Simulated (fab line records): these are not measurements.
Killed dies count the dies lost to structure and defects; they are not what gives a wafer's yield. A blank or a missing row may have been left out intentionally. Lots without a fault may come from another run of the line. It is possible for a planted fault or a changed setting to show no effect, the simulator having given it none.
fab line records | flow gf180mcu | part 1 of 2: steps 1 to 25 of 35
record: lots: 5 wafers: 15 last_day: 34
route steps=602 shown M2@375 V2@382 M3@409
lots that met no fault: from a run of the same line without faults
start_h: start of the lot's first displayed wafer, in hours after the record's first day | wait_h: how many hours have passed since the lot's step before this one | " the same as in the row above | L1.1+2: several wafers, shown together as one row | - either no value or no given start | * or withheld: withheld | < > ~ a bound
route shown NAME@n: names a module that has steps shown in the file, with the first one's number in the route | usual: average and standard deviation across the fault-free wafers | same: alike in all rows | chamber/n: place in a boat | sites: each site's reading | _std_site: the standard deviation of these | _edge_site: outer sites' mean less inner sites' | radius_mm: how far each site lies from the wafer's centre | mask NAME#n: copy n | behind: tool/chamber where the wafer was last shaped | hold: why the lot was held/for how many hours/how that ended | device: whichever transistor did not switch (one of n, p or np) | end of line: the route-end tests of the same wafers | a step given without rows: its recipe and nothing more | killed: dies that structure and defects cost at the first sort, which is not the same as the wafer's yield | map: shows each die of a wafer: x if killed, . if not, _ if none is there
set.NAME: setting as actually run; set.NAME@STEP: the setting as run at that earlier step | model.NAME: the simulator's own value behind a step, which no gauge read
lots seen at some steps along the route; tables by step, rows by wafer
services: the hour from which a tool's chamber was out of use, counted from the record's first day as start_h (under 0 if before that day), plus the number of hours and why
== steps ==
step: GF_M2_DEVELOP_13
recipe: develop_time_s: 60 dev_temp_c: 21
usual: developer_temp_C: 21.00/0.1
columns lot.wafer tool chamber start_h wait_h developer_temp_C
L075.3 litho_track-02 0 453.01 0.1 20.90
L075.4 " 0 " " 21.14
L075.6 " 0 " " 20.95
L078.1 litho_track-01 0 472.53 0.2 21.08
L078.2 " 0 " " 20.91
L078.5 " 0 " " 21.06
L084.1 litho_track-01 0 528.33 0.2 21.24
L084.3 " 0 " " 21.04
L084.5 " 0 " " 21.07
L093.1 litho_track-04 0 598.10 0.2 21.31
L093.3 " 0 " " 21.18
L093.4 " 0 " " 21.23
L097.1 litho_track-04 0 626.70 0.2 21.12
L097.2 " 0 " " 21.10
L097.3 " 0 " " 20.92
step: GF_M2_CD_MEAS_14
recipe: target_cd_nm: 280
usual: cd_nm: 280.2/1.2
columns lot.wafer tool chamber start_h wait_h cd_nm
L075.3 cd_sem-01 - 453.15 0.1 280.5
L075.4 " - " " 280.9
L075.6 " - " " 280.4
L078.1 cd_sem-01 - 472.68 0.1 280.8
L078.2 " - " " 280.7
L078.5 " - " " 281.1
L084.1 cd_sem-02 - 528.48 0.1 279.7
L084.3 " - " " 280.0
L084.5 " - " " 281.2
L093.1 cd_sem-02 - 598.25 0.1 277.2
L093.3 " - " " 278.3
L093.4 " - " " 277.0
L097.1 cd_sem-01 - 626.85 0.1 281.7
L097.2 " - " " 281.7
L097.3 " - " " 279.6
step: GF_M2_OVL_MEAS_15
usual: M2_OVL: -2/5.2
columns lot.wafer tool chamber start_h wait_h M2_OVL[nm]
L075.3 overlay-02 - 453.24 0.1 -1
L075.4 " - " " 2
L075.6 " - " " 3
L078.1 overlay-01 - 472.80 0.1 -8
L078.2 " - " " -6
L078.5 " - " " -5
L084.1 overlay-02 - 528.60 0.1 1
L084.3 " - " " 2
L084.5 " - " " -7
L093.1 overlay-01 - 598.37 0.1 -4
L093.3 " - " " 3
L093.4 " - " " -2
L097.1 overlay-01 - 626.97 0.1 -10
L097.2 " - " " -12
L097.3 " - " " -11
step: GF_M2_METAL_ETCH_16
recipe: chemistry: Cl2/BCl3 mask_material: KrF target_depth_nm: 750.8 stop_on: SiO2 pressure_mtorr: 8 icp_w: 800 bias_w: 140 Cl2_flow_sccm: 80 bcl3_flow_sccm: 40 time_s: 125.1
usual: drypump_motor_current_A: 5.7/0.58 he_backside_leak_sccm: 3.31/0.2 oes_product_au: 0.990/0.0063 rf_fwd_power_W: 795.5/2.5 throttle_valve_pct: 28.232/0.01
same: time_s: 125.1
columns lot.wafer tool chamber start_h wait_h drypump_motor_current_A he_backside_leak_sccm oes_product_au rf_fwd_power_W rf_hours_counter_h throttle_valve_pct
L075.3 rie_metal-03 1 453.31 0.1 5.9 3.26 0.987 802.1 - 28.236
L075.4 " 0 " " 4.7 3.34 0.976 797.6 - 28.256
L075.6 " 0 " " 4.7 3.33 0.975 797.8 - 28.262
L078.1 rie_metal-01 1 472.83 0.0 5.1 3.06 0.985 792.9 12 28.251
L078.2 " 1 " " 5.1 3.26 0.984 790.0 - 28.265
L078.5 " 1 " " 5.1 3.06 0.984 794.1 - 28.235
L084.1 rie_metal-01 0 528.63 0.0 6.4 3.31 0.996 791.5 1 28.228
L084.3 " 0 " " 6.4 3.29 0.988 795.1 - 28.242
L084.5 " 0 " " 6.4 3.46 0.988 794.7 - 28.234
L093.1 rie_metal-01 0 598.41 0.0 6.5 3.39 1.000 796.8 3 28.224
L093.3 " 1 " " 5.1 3.10 0.997 795.5 - 28.212
L093.4 " 0 " " 6.4 3.24 0.998 794.7 - 28.232
L097.1 rie_metal-01 1 627.01 0.0 5.1 3.10 0.988 796.2 3 28.210
L097.2 " 0 " " 6.4 3.25 0.993 797.2 3 28.217
L097.3 " 0 " " 6.4 3.37 1.000 797.3 - 28.223
step: GF_M2_STRIP_17
recipe: chemistry: O2/N2 power_w: 1400 pressure_mtorr: 1500 platen_temp_c: 250 o2_flow_sccm: 3000 n2_flow_sccm: 300 overash_fraction: 0.5
usual: drypump_motor_current_A: 5.4/0.61 heater_power_w: 295/22 n2_flow_sccm: 300.1/0.85 oes_product_au: 0.540/0.005 strip_time_to_endpoint_s: 7.44/0.054
same: overash_fraction: 0.5
columns lot.wafer tool chamber start_h wait_h drypump_motor_current_A heater_power_w n2_flow_sccm oes_product_au rf_hours_counter_h strip_time_to_endpoint_s
L075.3 plasma_asher-04 0 453.43 0.1 4.7 312 300.4 0.542 - 7.49
L075.4 " 1 " " 5.1 256 300.8 0.541 - 7.57
L075.6 " 0 " " 4.7 319 299.8 0.547 - 7.58
L078.1 plasma_asher-03 0 473.09 0.2 6.0 287 298.5 0.550 68 7.50
L078.2 " 1 " " 5.7 304 298.3 0.540 68 7.51
L078.5 " 0 " " 6.1 287 299.7 0.543 - 7.52
L084.1 plasma_asher-03 0 528.98 0.3 6.1 288 300.8 0.544 74 7.44
L084.3 " 1 " " 5.7 314 299.9 0.542 - 7.44
L084.5 " 0 " " 6.1 285 301.1 0.539 - 7.44
L093.1 plasma_asher-04 1 598.54 0.1 5.1 258 299.3 0.533 96 7.36
L093.3 " 0 " " 4.7 318 300.4 0.540 - 7.46
L093.4 " 1 " " 5.1 255 298.6 0.532 - 7.44
L097.1 plasma_asher-01 1 627.14 0.1 4.9 291 300.2 0.543 21 7.36
L097.2 " 0 " " 6.4 315 300.5 0.528 21 7.36
L097.3 " 0 " " 6.4 317 299.8 0.539 - 7.37
step: GF_M2_STRIP_18
recipe: chemistry: post_etch_residue_remover time_s: 1200 temp_c: 72.5
usual: bath_heat_duty_pct: 14.1/1.2
same: time_s: 1200
columns lot.wafer tool chamber start_h wait_h bath_heat_duty_pct
L075.3 wet_bench-03 1 453.49 0.0 13.5
L075.4 " 1 " " 12.4
L075.6 " 1 " " 13.2
L078.1 wet_bench-03 0 473.19 0.1 14.9
L078.2 " 0 " " 14.9
L078.5 " 0 " " 15.1
L084.1 wet_bench-01 0 529.08 0.1 14.8
L084.3 " 0 " " 14.9
L084.5 " 0 " " 14.2
L093.1 wet_bench-03 1 598.64 0.1 13.4
L093.3 " 1 " " 13.4
L093.4 " 1 " " 13.2
L097.1 wet_bench-01 3 627.24 0.1 13.4
L097.2 " 3 " " 15.2
L097.3 " 3 " " 13.8
step: GF_M2_CLEAN_19
recipe: chemistry: DIW dry: n2_spin
columns lot.wafer tool chamber start_h wait_h
L075.3+4+6 wet_bench-02 3 453.83 0.0
L078.1+2+5 wet_bench-02 2 473.53 0.0
L084.1+3+5 wet_bench-02 2 529.42 0.0
L093.1+3+4 wet_bench-01 2 599.01 0.0
L097.1+2+3 wet_bench-02 2 627.61 0.0
step: GF_V2_CVD_00
recipe: material: SiO2 target_thk_nm: 600 sigma_open_frac: 0.3 temp_c: 400 time_s: 100 sih4_flow_sccm: 60 pressure_mtorr: 6
same: time_s: 100
columns lot.wafer tool chamber start_h wait_h
L075.3+4+6 hdpcvd-01 2,2,1 453.93 0.0
L078.1+2+5 hdpcvd-01 0,1,1 473.63 0.0
L084.1+3+5 hdpcvd-01 2,0,0 529.51 0.0
L093.1+3+4 hdpcvd-02 1,2,1 599.10 0.0
L097.1+2+3 hdpcvd-02 0,1,2 627.71 0.0
step: GF_V2_THK_MEAS_01
recipe: reads: SiO2_of_V2_CVD_00
usual: V2_CVD_00_THK: 597/7.4
columns lot.wafer tool chamber start_h wait_h V2_CVD_00_THK[nm]
L075.3 film_metro-01 - 454.02 0.1 596
L075.4 " - " " 599
L075.6 " - " " 599
L078.1 film_metro-03 - 473.73 0.1 592
L078.2 " - " " 608
L078.5 " - " " 604
L084.1 film_metro-01 - 529.58 0.0 590
L084.3 " - " " 591
L084.5 " - " " 589
L093.1 film_metro-01 - 599.18 0.0 609
L093.3 " - " " 600
L093.4 " - " " 604
L097.1 film_metro-03 - 627.78 0.0 593
L097.2 " - " " 596
L097.3 " - " " 598
step: GF_V2_CVD_02
recipe: material: SiO2 target_thk_nm: 850 precursor: TEOS temp_c: 400 time_s: 94.851 rf_w: 600
usual: heater_power_outer_w: 377/55 heater_power_w: 656/88 rf_fwd_power_W: 596.6/2.2
same: time_s: 94.851
columns lot.wafer tool chamber start_h wait_h heater_power_outer_w heater_power_w rf_fwd_power_W
L075.3 pecvd-02 2 454.06 0.0 328 558 597.8
L075.4 " 0 " " 338 613 596.2
L075.6 " 1 " " 478 747 598.8
L078.1 pecvd-03 0 473.79 0.1 362 666 595.1
L078.2 " 1 " " 391 586 596.7
L078.5 " 0 " " 393 704 595.4
L084.1 pecvd-03 0 529.64 0.1 371 704 592.4
L084.3 " 1 " " 423 630 597.4
L084.5 " 2 " " 313 674 597.3
L093.1 pecvd-02 2 599.24 0.1 340 565 598.0
L093.3 " 0 " " 316 582 594.8
L093.4 " 2 " " 360 596 600.9
L097.1 pecvd-02 0 627.84 0.1 290 530 596.5
L097.2 " 1 " " 479 716 597.4
L097.3 " 2 " " 380 619 596.0
step: GF_V2_THK_MEAS_03
recipe: reads: SiO2_of_V2_CVD_02
usual: V2_CVD_02_THK: 851/12
columns lot.wafer tool chamber start_h wait_h V2_CVD_02_THK[nm]
L075.3 film_metro-03 - 454.15 0.1 847
L075.4 " - " " 866
L075.6 " - " " 875
L078.1 film_metro-01 - 473.86 0.0 835
L078.2 " - " " 850
L078.5 " - " " 848
L084.1 film_metro-01 - 529.71 0.0 833
L084.3 " - " " 846
L084.5 " - " " 850
L093.1 film_metro-03 - 599.31 0.0 857
L093.3 " - " " 839
L093.4 " - " " 869
L097.1 film_metro-01 - 627.91 0.0 825
L097.2 " - " " 831
L097.3 " - " " 838
step: GF_V2_CMP_04
recipe: material: SiO2 down_force_psi: 4 platen_rpm: 60 pad_velocity_m_s: 0.94248
usual: motor_current_A: 12.0/0.97 time_to_endpoint_s: 79/6.2
columns lot.wafer tool chamber start_h wait_h motor_current_A time_to_endpoint_s
L075.3 cmp-01 1 454.24 0.1 11.2 75
L075.4 " 3 " " 12.5 91
L075.6 " 1 " " 11.0 89
L078.2 cmp-01 0 473.92 0.0 12.7 84
L078.1 " 2 " " 11.0 74
L078.5 " 1 " " 11.5 77
L084.3 cmp-01 2 529.82 0.1 11.9 78
L084.1 " 0 " " 12.0 76
L084.5 " 2 " " 10.8 81
L093.4 cmp-02 3 599.68 0.3 10.6 78
L093.1 " 0 " " 11.7 86
L093.3 " 1 " " 12.3 74
L097.1 cmp-02 2 627.97 0.1 14.2 69
L097.2 " 3 " " 10.8 63
L097.3 " 1 " " 13.0 70
step: GF_V2_BOW_MEAS_05
recipe: mode: bow
usual: V2_BOW: 98/8.2
columns lot.wafer tool chamber start_h wait_h V2_BOW[um]
L075.3 film_metro-04 - 454.53 0.2 98
L075.4 " - " " 93
L075.6 " - " " 109
L078.1 film_metro-03 - 474.22 0.1 90
L078.2 " - " " 80
L078.5 " - " " 94
L084.1 film_metro-01 - 530.07 0.1 95
L084.3 " - " " 100
L084.5 " - " " 98
L093.1 film_metro-04 - 599.93 0.1 104
L093.3 " - " " 105
L093.4 " - " " 93
L097.1 film_metro-01 - 628.27 0.2 93
L097.2 " - " " 99
L097.3 " - " " 88
step: GF_V2_DEHYDRATE_06
recipe: temp_c: 200 time_s: 60
same: time_s: 60
columns lot.wafer tool chamber start_h wait_h
L075.3+4+6 litho_track-01 0 466.33 11.8
L078.1+2+5 litho_track-04 0 485.76 11.5
L084.1+3+5 litho_track-03 0 541.02 10.9
L093.1+3+4 litho_track-03 0 610.02 10.1
L097.1+2+3 litho_track-01 0 637.38 9.1
step: GF_V2_HMDS_07
recipe: prime_time_s: 60 prime_temp_c: 120
same: prime_time_s: 60
columns lot.wafer tool chamber start_h wait_h
L075.3+4+6 litho_track-01 0 466.48 0.1
L078.1+2+5 litho_track-04 0 485.91 0.1
L084.1+3+5 litho_track-03 0 541.17 0.1
L093.1+3+4 litho_track-03 0 610.17 0.1
L097.1+2+3 litho_track-01 0 637.53 0.1
step: GF_V2_COAT_08
recipe: resist: BARC temp_c: withheld time_s: withheld spin_rpm: withheld resist_thk_nm: withheld
columns lot.wafer tool chamber start_h wait_h
L075.3+4+6 litho_track-01 0 466.63 0.1
L078.1+2+5 litho_track-04 0 486.06 0.1
L084.1+3+5 litho_track-03 0 541.32 0.1
L093.1+3+4 litho_track-03 0 610.32 0.1
L097.1+2+3 litho_track-01 0 637.68 0.1
step: GF_V2_COAT_09
recipe: resist: KrF spin_rpm: withheld resist_thk_nm: 1000
columns lot.wafer tool chamber start_h wait_h
L075.3+4+6 litho_track-01 0 - -
L078.1+2+5 litho_track-04 0 - -
L084.1+3+5 litho_track-03 0 - -
L093.1+3+4 litho_track-03 0 - -
L097.1+2+3 litho_track-01 0 - -
step: GF_V2_SOFTBAKE_10
recipe: temp_c: 130 time_s: 61.56 resist: KrF
usual: plate_sensor_t_centre_C: 131.02/0.011 plate_sensor_t_edge_C: 131.21/0.01
same: time_s: 61.56
columns lot.wafer tool chamber start_h wait_h plate_sensor_t_centre_C plate_sensor_t_edge_C
L075.3 litho_track-01 0 - - 131.01 131.22
L075.4 " 0 " " 131.03 131.21
L075.6 " 0 " " 131.02 131.22
L078.1 litho_track-04 0 - - 131.01 131.21
L078.2 " 0 " " 131.05 131.22
L078.5 " 0 " " 131.01 131.22
L084.1 litho_track-03 0 - - 131.01 131.22
L084.3 " 0 " " 131.02 131.21
L084.5 " 0 " " 131.02 131.21
L093.1 litho_track-03 0 - - 131.03 131.2
L093.3 " 0 " " 131.02 131.2
L093.4 " 0 " " 131.03 131.2
L097.1 litho_track-01 0 - - 131.01 131.2
L097.2 " 0 " " 131.04 131.2
L097.3 " 0 " " 131.02 131.2
step: GF_V2_EXPOSE_11
recipe: mask_id: Via2 target_cd_nm: 260 na: 0.68 source_shape: conventional sigma_outer: 0.6 dose_mj: 38
usual: focus_offset_nm: -0.1/0.49
columns lot.wafer tool chamber start_h wait_h mask focus_offset_nm
L075.3 krf_scanner-01 0 - - Via2#0 0.6
L075.4 " 0 " " Via2#0 0.6
L075.6 " 0 " " Via2#0 0.8
L078.1 krf_scanner-01 0 - - Via2#0 0.6
L078.2 " 0 " " Via2#0 0.0
L078.5 " 0 " " Via2#0 0.3
L084.1 krf_scanner-01 0 - - Via2#0 -0.1
L084.3 " 0 " " Via2#0 0.1
L084.5 " 0 " " Via2#0 0.6
L093.1 krf_scanner-01 0 - - Via2#0 -0.5
L093.3 " 0 " " Via2#0 -0.6
L093.4 " 0 " " Via2#0 0.9
L097.1 krf_scanner-02 0 - - Via2#0 -0.6
L097.2 " 0 " " Via2#0 -1.2
L097.3 " 0 " " Via2#0 -0.2
step: GF_V2_PEB_12
recipe: peb_temp_c: 135 peb_time_s: 90 resist: KrF
columns lot.wafer tool chamber start_h wait_h
L075.3+4+6 litho_track-01 0 - -
L078.1+2+5 litho_track-03 0 - -
L084.1+3+5 litho_track-01 0 - -
L093.1+3+4 litho_track-03 0 - -
L097.1+2+3 litho_track-03 0 - -
step: GF_V2_DEVELOP_13
recipe: develop_time_s: 60 resist: KrF dev_temp_c: 21
usual: developer_temp_C: 21.00/0.11
columns lot.wafer tool chamber start_h wait_h developer_temp_C
L075.3 litho_track-01 0 478.08 0.1 20.88
L075.4 " 0 " " 20.84
L075.6 " 0 " " 21.01
L078.1 litho_track-03 0 497.57 0.2 21.16
L078.2 " 0 " " 21.05
L078.5 " 0 " " 20.89
L084.1 litho_track-01 0 552.48 0.2 21.00
L084.3 " 0 " " 21.11
L084.5 " 0 " " 21.19
L093.1 litho_track-03 0 620.37 0.2 21.04
L093.3 " 0 " " 20.90
L093.4 " 0 " " 21.06
L097.1 litho_track-03 0 648.02 0.2 21.02
L097.2 " 0 " " 21.17
L097.3 " 0 " " 21.10
step: GF_V2_CD_MEAS_14
recipe: target_cd_nm: 260
usual: cd_nm: 259.7/1.3
columns lot.wafer tool chamber start_h wait_h cd_nm
L075.3 cd_sem-02 - 478.22 0.1 260.6
L075.4 " - " " 258.6
L075.6 " - " " 258.5
L078.1 cd_sem-02 - 497.72 0.1 260.2
L078.2 " - " " 259.4
L078.5 " - " " 258.6
L084.1 cd_sem-01 - 552.63 0.1 259.2
L084.3 " - " " 258.4
L084.5 " - " " 258.3
L093.1 cd_sem-02 - 620.52 0.1 259.8
L093.3 " - " " 258.8
L093.4 " - " " 260.1
L097.1 cd_sem-01 - 648.17 0.1 261.3
L097.2 " - " " 262.9
L097.3 " - " " 262.3
step: GF_V2_OVL_MEAS_15
usual: V2_OVL: -3/5.3
columns lot.wafer tool chamber start_h wait_h V2_OVL[nm]
L075.3 overlay-02 - 478.31 0.1 -1
L075.4 " - " " -1
L075.6 " - " " 1
L078.1 overlay-02 - 497.84 0.1 -4
L078.2 " - " " -6
L078.5 " - " " -2
L084.1 overlay-02 - 552.75 0.1 -2
L084.3 " - " " -6
L084.5 " - " " -2
L093.1 overlay-02 - 620.64 0.1 -7
L093.3 " - " " -10
L093.4 " - " " 1
L097.1 overlay-01 - 648.29 0.1 1
L097.2 " - " " -20
L097.3 " - " " 0
step: GF_V2_ETCH_16
recipe: chemistry: N2/H2 target_depth_a: withheld overetch_a: withheld time_s: withheld target: BARC ion_energy_ev: 200 source_w: 500 bias_w: 100 pressure_mtorr: 30 n2_flow_sccm: 100 h2_flow_sccm: 200
usual: drypump_motor_current_A: 5.9/0.49 n2_flow_sccm: 100.04/0.28 oes_product_au: 0.854/0.0048 rf_fwd_power_W: 495.5/2.3 throttle_valve_pct: 13.224/0.0092
columns lot.wafer tool chamber start_h wait_h drypump_motor_current_A n2_flow_sccm oes_product_au rf_fwd_power_W throttle_valve_pct
L075.3 rie_diel-02 0 478.33 0.0 6.4 100.21 0.846 497.8 13.226
L075.4 " 2 " " 5.1 100.03 0.856 496.5 13.219
L075.6 " 3 " " 5.7 99.70 0.851 492.9 13.226
L078.1 rie_diel-02 3 497.88 0.0 5.6 99.95 0.853 490.7 13.226
L078.2 " 0 " " 6.4 99.83 0.862 497.8 13.232
L078.5 " 3 " " 5.6 99.72 0.859 492.4 13.232
L084.1 rie_diel-04 2 552.78 0.0 5.8 100.09 0.855 495.8 13.232
L084.3 " 3 " " 6.4 100.19 0.857 500.2 13.225
L084.5 " 1 " " 5.9 100.00 0.851 492.2 13.226
L093.1 rie_diel-03 3 620.68 0.0 6.3 100.51 0.851 494.3 13.210
L093.3 " 1 " " 4.8 100.36 0.859 496.6 13.238
L093.4 " 0 " " 6.6 99.85 0.860 494.7 13.234
L097.1 rie_diel-04 3 648.33 0.0 6.4 100.20 0.844 496.1 13.224
L097.2 " 2 " " 5.7 100.24 0.851 499.3 13.229
L097.3 " 0 " " 6.5 100.02 0.856 494.7 13.209
step: GF_V2_ETCH_17
recipe: chemistry: C4F8/O2/Ar mask_material: KrF target: SiO2 stop_on: TiN source_w: 1500 bias_w: 1200 pressure_mtorr: 40 c4f8_flow_sccm: withheld O2_flow_sccm: 6 Ar_flow_sccm: 300 time_s: withheld target_depth_a: 6300
usual: oes_product_au: 0.856/0.0047 rf_fwd_power_W: 1494/5.4
columns lot.wafer tool chamber start_h wait_h oes_product_au rf_fwd_power_W
L075.3 rie_diel-02 0 - - 0.857 1492
L075.4 " 2 " " 0.859 1496
L075.6 " 3 " " 0.849 1481
L078.1 rie_diel-02 3 - - 0.854 1495
L078.2 " 0 " " 0.857 1494
L078.5 " 3 " " 0.847 1491
L084.1 rie_diel-04 2 - - 0.858 1501
L084.3 " 3 " " 0.862 1494
L084.5 " 1 " " 0.856 1501
L093.1 rie_diel-03 3 - - 0.855 1486
L093.3 " 1 " " 0.859 1502
L093.4 " 0 " " 0.854 1491
L097.1 rie_diel-04 3 - - 0.859 1490
L097.2 " 2 " " 0.855 1494
L097.3 " 0 " " 0.851 1493
